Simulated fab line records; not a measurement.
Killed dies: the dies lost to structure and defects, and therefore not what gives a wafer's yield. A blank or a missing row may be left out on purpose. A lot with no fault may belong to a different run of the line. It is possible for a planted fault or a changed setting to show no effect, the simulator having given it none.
A lot that was struck, set against a sound lot / flow sky130 / 43 out of 708 route steps
Sound: wafers L730.1, L730.5, L730.6. The struck wafers were L745.2, L745.4, L745.5. The cause is given at the end.
Per side, at each step with rows, come the tool, then ch with its chambers, and then its first start. Under that, the readings that differ: sound wafers / struck wafers / difference of the means / sigmas: that difference in standard deviations of wafers without a fault.
alike: readings whose means differ by less than 2 such deviations, and words and numbers that are the same on both sides. not compared: withheld readings, readings that some wafer has no value for, bounds like >300 that may hide the same value, and numbers for which the record gives no deviation and whose values overlap.
A row with sigmas, a row that says differs or no value, or rows on one side alone: a step with any of these is where the two part. Non-overlapping numbers with no deviation appear without sigmas and do not part them. A reading that every wafer of one side lacks parts them only if that side has two wafers or more.

first, 1 step without rows for these wafers: SKY_FIELD_ISO_ETCH_14 (etches BARC in N2/H2, stops on SiO2, time 45.9 s, target depth 60 nm).
SKY_FIELD_ISO_ETCH_15: etches the open film in CHF3/O2, stops on Si, target depth 180 nm, time 72 s.
  sound on rieDiel-04 ch 1,2, day 2 05:44; struck on rieDiel-01 ch 0,1,2, day 5 10:47
  alike: O2_flow_sccm, drypumpMotorCurrentA, oesProductAu, throttleValvePct
  not compared: rfHoursCounterH
SKY_FIELD_ISO_STRIP_16: strips in O2/N2.
  sound on plasmaAsher-01 ch 0,1, day 2 05:47; struck on plasmaAsher-01 ch 1, day 5 10:50
  alike: drypumpMotorCurrentA, oesProductAu, stripTimeToEndpointS
  not compared: rfHoursCounterH
SKY_FIELD_ISO_ETCH_17: etches Si in HBr/Cl2/O2, target depth 342 nm, time 97.7 s.
  sound on rieSi-02 ch 2,3, day 2 05:53; struck on rieSi-01 ch 2,3, day 5 10:56
  alike: O2_flow_sccm, drypumpMotorCurrentA, oesProductAu, throttleValvePct
  not compared: rfHoursCounterH
then, 5 steps without rows for these wafers: SKY_FIELD_ISO_WET_ETCH_18 (etches Si3N4 in H3PO4, target depth 25 nm, time 286 s); SKY_FIELD_ISO_CLEAN_19 (cleans in SC1/SC2, time 150 s); SKY_FIELD_ISO_CLEAN_20 (cleans in dHF, time 20 s); SKY_FIELD_ISO_WET_ETCH_21 (etches SiO2 in dHF, target depth 20 nm, time 400 s); SKY_FIELD_ISO_OXIDATION_22 (stabilise 600 s, purge 300 s, target thk 10 nm).
SKY_FIELD_ISO_THK_MEAS_23:
  sound: filmMetro-01 at day 2 08:43; struck: filmMetro-03 at day 5 13:21
  alike: FIELD_ISO_OXIDATION_01_THK
then, 1 step without rows for these wafers: SKY_FIELD_ISO_CVD_24 (deposits SiO2, target thk 595 nm, time 99.2 s).
SKY_FIELD_ISO_THK_MEAS_25:
  sound: filmMetro-04 at day 2 08:50; struck: filmMetro-04 at day 5 13:29
  alike: FIELD_ISO_CVD_24_THK
SKY_FIELD_ISO_ANNEAL_26: time 1800 s.
  sound on furnace-01 ch 0, day 2 10:02; struck on furnace-01 ch 0, day 5 14:41
  alike: zonePowerBottomPct
then, 6 steps without rows for these wafers: SKY_FIELD_ISO_CMP_27 (polishes, stops on Si3N4, t overpolish 16 s, target thk 457.8 nm); SKY_FIELD_ISO_WET_ETCH_28 (etches SiO2 in dHF, target depth 23.7 nm, time 47 s); SKY_FIELD_ISO_WET_ETCH_29 (etches Si3N4 in H3PO4, target depth 160 nm, time 1825 s); SKY_FIELD_ISO_WET_ETCH_30 (etches SiO2 in dHF, target depth 25 nm, time 50 s); SKY_NWELL_CLEAN_00 (cleans in SC1/SC2, time 150 s); SKY_NWELL_OXIDATION_01 (stabilise 600 s, purge 300 s, target thk 10 nm).
SKY_NWELL_THK_MEAS_02:
  sound: filmMetro-04 at day 2 14:06; struck: filmMetro-01 at day 5 20:25
  alike: NWELL_OXIDATION_THK
then, 8 steps without rows for these wafers: SKY_DNWELL_DEHYDRATE_00 (time 60 s); SKY_DNWELL_HMDS_01 (prime time 60 s); SKY_DNWELL_COAT_02 (resist thk 3000 nm); SKY_DNWELL_SOFTBAKE_03; SKY_DNWELL_EXPOSE_04 (exposes mask DNM, target cd 3000 nm); SKY_DNWELL_PEB_05; SKY_DNWELL_DEVELOP_06 (develop time 60 s); SKY_DNWELL_IMPLANT_07.
SKY_DNWELL_STRIP_08: strips in O2/N2.
  sound on plasmaAsher-01 ch 0,1, day 3 05:37; struck on plasmaAsher-03 ch 0,1, day 6 15:04
reading=stripTimeToEndpointS (s); sound=37.09 36.99 37.03; struck=36.79 36.86 36.87; difference=-0.20; sigmas=-2
  alike: drypumpMotorCurrentA, oesProductAu
  not compared: rfHoursCounterH
SKY_DNWELL_TW_MEAS_09:
  sound: filmMetro-04 at day 3 05:43; struck: filmMetro-01 at day 6 15:11
  alike: DNWELL_TW
then, 7 steps without rows for these wafers: SKY_PWDE_DEHYDRATE_00 (time 60 s); SKY_PWDE_HMDS_01 (prime time 60 s); SKY_PWDE_COAT_02 (resist thk 3000 nm); SKY_PWDE_SOFTBAKE_03; SKY_PWDE_EXPOSE_04 (exposes mask PWDEM, target cd 840 nm); SKY_PWDE_PEB_05; SKY_PWDE_DEVELOP_06 (develop time 60 s).
SKY_PWDE_OVL_MEAS_07:
  sound: overlay-02 at day 3 22:22; struck: overlay-01 at day 7 10:07
  alike: PWDE_OVL
next, for these wafers, 1 step has no rows: SKY_PWDE_IMPLANT_08.
SKY_PWDE_STRIP_09: strips in O2/N2.
  sound on plasmaAsher-03 ch 0,1, day 3 22:33; struck on plasmaAsher-03 ch 1, day 7 10:18
reading=stripTimeToEndpointS (s); sound=37.13 37.09 37.19; struck=36.70 36.87 36.83; difference=-0.34; sigmas=-3
  alike: drypumpMotorCurrentA, oesProductAu
  not compared: rfHoursCounterH
SKY_PWDE_TW_MEAS_10:
  sound: filmMetro-01 at day 3 22:39; struck: filmMetro-02 at day 7 10:25
reading=PWDE_TW; sound=372.8 372.9 372.6; struck=368.2 365.3 366.9; difference=-6.0; sigmas=-2
then, 1 step without rows for these wafers: SKY_NWELL_DEHYDRATE_03 (time 60 s).
-- the record jumps here: 43 days lie between the struck wafers' starts before and after (it left off in module NWELL and takes up again in module PAD_OPEN, whose first step shown is number 708 of the route) --
SKY_PAD_OPEN_PROBE_99:
  sound: prober-02 at day 46 05:23; struck: prober-01 at day 50 00:41
reading=model.etest.diodeNwellSub.leakLog10ACm2; sound=-7.211 -7.205 -7.539; struck=-6.908 -6.815 -7.053; difference=+0.393; sigmas=
reading=model.etest.diodeDnwellSub.leakLog10ACm2; sound=-7.291 -7.367 -7.173; struck=-6.665 -6.884 -6.963; difference=+0.440; sigmas=
reading=model.etest.diodePwellDnwell.leakLog10ACm2; sound=-7.683 -7.62 -7.364; struck=-6.967 -7.06 -7.2; difference=+0.480; sigmas=
reading=model.etest.nfet_16v.offLog10AUm; sound=-13.88 -13.91 -13.75; struck=-13.52 -13.63 -13.61; difference=+0.26; sigmas=
  alike: killed_at_M0_to_M3, killed_at_M4_up, killedAtContacts, killedAtFrontEnd, killedAtOther, killedDies, killedOpen, killedShort

WHERE THEY PART
Last at SKY_PWDE_TW_MEAS_10 as far as this record goes, first at SKY_DNWELL_STRIP_08. Later steps at which nothing parts them and some readings are alike: SKY_PAD_OPEN_PROBE_99.

WHY: the cause the simulator had injected
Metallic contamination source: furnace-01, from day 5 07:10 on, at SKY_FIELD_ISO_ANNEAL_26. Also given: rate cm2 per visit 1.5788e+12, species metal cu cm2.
